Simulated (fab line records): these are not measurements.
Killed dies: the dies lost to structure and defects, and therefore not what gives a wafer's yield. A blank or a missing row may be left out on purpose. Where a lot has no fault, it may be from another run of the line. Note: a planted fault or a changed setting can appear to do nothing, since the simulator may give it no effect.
Which tool is to blame? | flow gf180mcu | 24 lots, 72 wafers sampled, at 3 steps of a route of 602

== WHAT THE GAUGES SHOWED, per wafer ==
GF_CONTACT_BOW_MEAS_05. Usual: CONTACT_BOW 68 um, standard deviation 7.4.
lot  | measured     | on           | CONTACT_BOW (um) | flag
L074 | day 14 23:50 | filmMetro-03 | 80 65 73         | 
L075 | day 15 15:11 | filmMetro-01 | 72 55 60         | 
L076 | day 15 18:37 | filmMetro-01 | 72 70 74         | 
L077 | day 16 04:19 | filmMetro-01 | 71 83 79         | 
L078 | day 16 18:10 | filmMetro-01 | 70 68 66         | 
L079 | day 17 04:49 | filmMetro-01 | 67 58 72         | 
L080 | day 17 10:04 | filmMetro-01 | 75 63 71         | 
L081 | day 17 14:23 | filmMetro-03 | 72 77 60         | 
L082 | day 18 04:34 | filmMetro-01 | 71 70 60         | 
L083 | day 18 05:16 | filmMetro-04 | 67 65 61         | 
L084 | day 18 17:46 | filmMetro-03 | 72 73 59         | 
L085 | day 19 03:34 | filmMetro-01 | 79 57 64         | 
L086 | day 19 10:38 | filmMetro-04 | 70 66 54         | 
L087 | day 20 04:01 | filmMetro-04 | 74 63 62         | 
L088 | day 20 10:46 | filmMetro-04 | 69 56 64         | 
L089 | day 20 11:38 | filmMetro-03 | 80 75 59         | 
L090 | day 20 16:41 | filmMetro-03 | 60 63 82         | 
L091 | day 22 00:40 | filmMetro-04 | 71 59 89         | 
L092 | day 22 01:19 | filmMetro-04 | 55 63 65         | 
L093 | day 22 06:11 | filmMetro-03 | 72 77 85         | 
L094 | day 22 08:46 | filmMetro-03 | 59 67 69         | 
L095 | day 22 11:11 | filmMetro-04 | 68 69 72         | 
L096 | day 23 03:57 | filmMetro-04 | 63 77 68         | 
L097 | day 23 16:53 | filmMetro-03 | 67 62 65         | 

GF_V3_CD_MEAS_14 targets a cd of 260 nm. Usual: cdNm reads 260.2 nm (standard deviation 1.1).
lot  | measured     | on       | cdNm (nm)         | flag
L074 | day 22 02:50 | cdSem-02 | 260.1 259.5 258.6 | 
L075 | day 22 16:28 | cdSem-02 | 260.8 261.1 262.1 | 
L076 | day 22 22:40 | cdSem-01 | 262.8 261.8 262.2 | 
L077 | day 23 08:58 | cdSem-01 | 260.2 260.5 259.7 | 
L078 | day 23 21:46 | cdSem-02 | 260.2 261.1 260.2 | 
L079 | day 24 10:31 | cdSem-01 | 261.9 261.2 261.6 | 
L080 | day 24 14:04 | cdSem-01 | 259.4 259.1 260.2 | 
L081 | day 24 17:31 | cdSem-01 | 260.7 258.9 260.2 | 
L082 | day 25 07:42 | cdSem-01 | 258.0 258.3 259.0 | 
L083 | day 25 08:38 | cdSem-02 | 260.9 261.6 262.3 | 
L084 | day 25 18:40 | cdSem-02 | 259.7 260.2 259.9 | 
L085 | day 26 03:37 | cdSem-01 | 259.7 258.5 259.0 | 
L086 | day 26 07:57 | cdSem-02 | 258.9 258.7 259.3 | 
L087 | day 27 00:10 | cdSem-02 | 261.1 261.8 262.2 | 
L088 | day 27 04:04 | cdSem-02 | 258.1 259.7 260.9 | 
L089 | day 27 05:57 | cdSem-02 | 261.1 259.6 260.2 | 
L090 | day 27 09:51 | cdSem-02 | 260.4 259.7 261.1 | 
L091 | day 28 11:40 | cdSem-02 | 260.4 261.2 259.4 | 
L092 | day 28 12:36 | cdSem-01 | 261.2 259.9 260.7 | 
L093 | day 28 18:47 | cdSem-01 | 259.0 258.2 259.5 | 
L094 | day 28 20:04 | cdSem-02 | 259.1 259.3 259.7 | 
L095 | day 28 21:58 | cdSem-01 | 260.9 261.4 259.3 | 
L096 | day 29 14:12 | cdSem-02 | 258.5 260.3 258.5 | 
L097 | day 30 00:09 | cdSem-02 | 259.4 260.0 260.2 | 

== EACH LOT AND THE TOOL THAT RAN IT (in order: tool; ch and the chambers of the sampled wafers; start) ==
lot  | GF_M3_SPUTTER_03
L074 | pvdSputter-04, day 20 02:34
L075 | pvdSputter-04, day 20 17:29
L076 | pvdSputter-02, day 20 22:53
L077 | pvdSputter-02, day 21 08:58
L078 | pvdSputter-03, day 21 22:44
L079 | pvdSputter-03, day 22 12:21
L080 | pvdSputter-03, day 22 15:25
L081 | pvdSputter-03, day 22 20:04
L082 | pvdSputter-03, day 23 10:31
L083 | pvdSputter-03, day 23 11:59
L084 | pvdSputter-02, day 23 22:04
L085 | pvdSputter-04, day 24 08:10
L086 | pvdSputter-02, day 24 13:37
L087 | pvdSputter-03, day 25 05:10
L088 | pvdSputter-04, day 25 10:38
L089 | pvdSputter-02, day 25 11:50
L090 | pvdSputter-03, day 25 16:28
L091 | pvdSputter-03, day 26 18:46
L092 | pvdSputter-02, day 26 19:43
L093 | pvdSputter-04, day 27 02:43
L094 | pvdSputter-02, day 27 03:37
L095 | pvdSputter-04, day 27 05:37
L096 | pvdSputter-04, day 27 21:36
L097 | pvdSputter-03, day 28 08:46
- GF_M3_SPUTTER_03: material Ti, target thk 10 nm, time 6.7 s.

== AS READ BY THE TOOLS THEMSELVES (means over the sampled wafers that have a number; for cases with no such wafer, the mark the record gives instead) ==
GF_M3_SPUTTER_03. Usual: substrateTempC 300.00 C, standard deviation 0.19; throttleValvePct 30.1 %, standard deviation 1.
lot  | tool          | substrateTempC (C) | throttleValvePct (%) | flag
L074 | pvdSputter-04 | 299.87             | 28.9                 | 
L075 | pvdSputter-04 | 300.25             | 28.3                 | 
L076 | pvdSputter-02 | 299.97             | 30.7                 | 
L077 | pvdSputter-02 | 300.00             | 30.3                 | 
L078 | pvdSputter-03 | 300.08             | 30.2                 | 
L079 | pvdSputter-03 | 299.92             | 30.0                 | 
L080 | pvdSputter-03 | 299.94             | 30.2                 | 
L081 | pvdSputter-03 | 300.03             | 30.3                 | 
L082 | pvdSputter-03 | 300.07             | 29.8                 | 
L083 | pvdSputter-03 | 300.05             | 30.1                 | 
L084 | pvdSputter-02 | 299.91             | 30.7                 | 
L085 | pvdSputter-04 | 299.79             | 28.8                 | 
L086 | pvdSputter-02 | 299.87             | 30.2                 | 
L087 | pvdSputter-03 | 300.10             | 30.0                 | 
L088 | pvdSputter-04 | 300.11             | 28.8                 | 
L089 | pvdSputter-02 | 300.07             | 30.3                 | 
L090 | pvdSputter-03 | 300.14             | 30.3                 | 
L091 | pvdSputter-03 | 300.02             | 30.2                 | 
L092 | pvdSputter-02 | 300.01             | 30.5                 | 
L093 | pvdSputter-04 | 300.02             | 28.5                 | 
L094 | pvdSputter-02 | 300.10             | 31.2                 | 
L095 | pvdSputter-04 | 299.91             | 29.2                 | 
L096 | pvdSputter-04 | 300.01             | 29.5                 | 
L097 | pvdSputter-03 | 299.98             | 30.2                 | 

== THE ANSWER, worked out from the rows above alone ==
Rule: a lot counts as off when the mean over its wafers that have a number is more than 3 standard deviations away from the usual mean. A lot without any number at a reading at which 4 lots or more have one is off too. Any other lot the step has rows for is counted as sound. First the gauges in route order, then the tools' own readings, where a lot's mean is used as printed above. The first step at which some lot is off is used, and at that step the reading that is off furthest; a lot without a number counts as furthest.
Across all readings shown, no lot is off: no conclusion can be drawn from this.

== WHAT THE SIMULATOR PUT IN ==
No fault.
